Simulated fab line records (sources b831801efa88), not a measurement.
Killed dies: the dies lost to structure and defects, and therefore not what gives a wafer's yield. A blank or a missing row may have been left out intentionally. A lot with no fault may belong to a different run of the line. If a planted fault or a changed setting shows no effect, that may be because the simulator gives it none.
What tool caused it?    flow sky130    12 lots, 36 wafers sampled, at 1 step of a route of 708

WHAT THE GAUGES SHOWED, per wafer
SKY_SONOS_TUNNEL_CD_MEAS_07 targets a cd of 410 nm.
lot   measured      on         cd-nm (nm)
L077  day 12 11:15  cd-sem-02  408.4 406.7 408.2
L075  day 12 13:13  cd-sem-02  410.9 409.7 408.7
L078  day 12 18:43  cd-sem-01  408.5 407.6 408.4
L081  day 13 18:31  cd-sem-01  411.0 414.3 411.6
L083  day 14 08:34  cd-sem-01  409.3 409.0 410.0
L084  day 14 21:13  cd-sem-01  410.5 411.3 408.4
L087  day 15 12:50  cd-sem-01  411.6 410.0 410.3
L089  day 16 04:11  cd-sem-02  408.5 409.5 410.0
L091  day 17 00:09  cd-sem-01  408.9 407.1 407.7
L093  day 17 18:39  cd-sem-01  409.9 410.2 410.1
L095  day 18 07:17  cd-sem-02  410.0 409.6 409.3
L097  day 19 00:17  cd-sem-01  409.6 409.5 411.8

EACH LOT AND THE TOOL THAT RAN IT (in order: tool; ch and the chambers of the sampled wafers; start)
Record: no process step prior to these readings.

THE ANSWER, worked out from the rows above alone
Rule: what is usual is taken from the lots themselves. Put in order of their means at a reading, lots are off if they are a third of the lots or fewer, leave a main group of 4 or more, and stand apart from it by a gap of 3 or more times the standard deviation of the main group's means; of several such gaps the widest counts. The tables above print the reading to a certain number of digits; a main group whose means all agree to those digits is not used. Also off: a lot with no number at a reading for which 4 or more lots have one. Where the step has rows for the other lots, those lots are counted as sound.
Nothing can be told from this: no lot is off at any reading shown.

WHAT WAS PUT IN BY THE SIMULATOR
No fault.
